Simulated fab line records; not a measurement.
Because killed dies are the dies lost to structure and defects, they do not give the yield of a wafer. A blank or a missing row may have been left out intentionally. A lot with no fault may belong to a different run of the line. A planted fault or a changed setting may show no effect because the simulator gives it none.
Code-filled problem report in 8D (eight disciplines) form + flow gf180mcu + the parts of the form that need people (team, actions taken, sign-off) are left out

1. THE ISSUE
Mean NWELL_TW at GF_NWELL_TW_MEAS_11: 1407 over 6 wafers in 2 lots; fault-free wafers: 1558, standard deviation 21. That puts it -7.2 standard deviations away from the usual mean.
The first sign was on wafer L152.3 at day 4 09:06, on film metro-01. At this step, 36 wafers from 12 lots have a number in the record. Rule for "out", or "out of limits": more than 4 standard deviations from the usual mean. All remaining wafers that have a number are taken as sound.

2. WHAT IT IS, AND WHAT IT ISN'T
| question                    | is                           | is not                                                                                             |
|-----------------------------|------------------------------|----------------------------------------------------------------------------------------------------|
| which readings at this step | NWELL_TW                     | -                                                                                                  |
| which lots                  | L152, L153                   | L147, L148, L149, L151, L162, L164, L166, L167, L168, L170                                         |
| which wafers of those lots  | all that have a number       | -                                                                                                  |
| read on which gauges        | film metro-01, film metro-04 | film metro-03                                                                                      |
| when                        | from day 4 09:06             | up to then (12 sound wafers); but 18 sound wafers of L162, L164, L166, L167, L168, L170 came after |

3. WHAT RULES OUT EACH SUSPECT
Counting: a tool at any process step up to the reading remains a suspect when it ran all the lots that are out and ran no sound lot after the first of those.
- the gauge at GF_NWELL_TW_MEAS_11 has been ruled out. The wafers that are out were read on 2 gauges (film metro-01, film metro-04).
- implanter-02 at GF_NWELL_IMPLANT_08: ruled out as a lasting fault. Sound lots L166 ran on it after its first lot that is out, L152 (day 4 08:44).
Left after counting: nothing in the record.

4. THE CAUSE (what the simulator had put in)
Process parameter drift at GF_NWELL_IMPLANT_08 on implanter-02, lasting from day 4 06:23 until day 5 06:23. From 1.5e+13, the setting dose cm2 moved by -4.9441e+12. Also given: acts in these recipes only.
It was ruled out by counting, in error; the rule expects a fault to strike all lots run on its tool from its start on, and this fault did not.

5. THE CHAIN OF EFFECTS, in route order
Each row: a reading whose mean over the struck wafers that have a number lies more than 3 standard deviations from the usual. Only readings for which the record gives a usual standard deviation are gone through. hours: the time from each lot's start at the first step in this table that gives one to its start at this step, as a median over the lots. sigmas: the change in usual standard deviations.
| hours | step                     | reading            | usual        | on struck wafers | change      | sigmas      |
|-------|--------------------------|--------------------|--------------|------------------|-------------|-------------|
| 0     | GF_NWELL_IMPLANT_08      | dose ions cm2      | 1.5002e+13   | 1.0064e+13       | -4.9380e+12 | -99 or more |
| 0     | GF_NWELL_IMPLANT_08      | faraday current uA | 84.6         | 56.5             | -28.1       | -18         |
| 0     | GF_NWELL_TW_MEAS_11      | NWELL_TW           | 1558         | 1407             | -151        | -7.2        |
| 108   | GF_VT_IMPLANT_RS_MEAS_47 | NWELL_RS           | 488.2 ohm/sq | 604.5            | +116.3      | +89         |
Its process steps:
- GF_NWELL_IMPLANT_08
Later steps that measure or inspect, where all struck wafers having a row at the step show a number for every such reading and not one has moved that far: GF_POLY_GATE_THK_MEAS_01, GF_NSD_CD_MEAS_07.

6. WHAT WOULD HAVE CAUGHT IT SOONER
In this record the first reading out of limits at a measuring or inspecting step was taken at day 4 09:06, 3 hours after the fault began at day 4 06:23.
Tool's own readings at GF_NWELL_IMPLANT_08, dose ions cm2, faraday current uA: out on all struck wafers the step has rows for; an alarm limit on them would have tripped on the first.
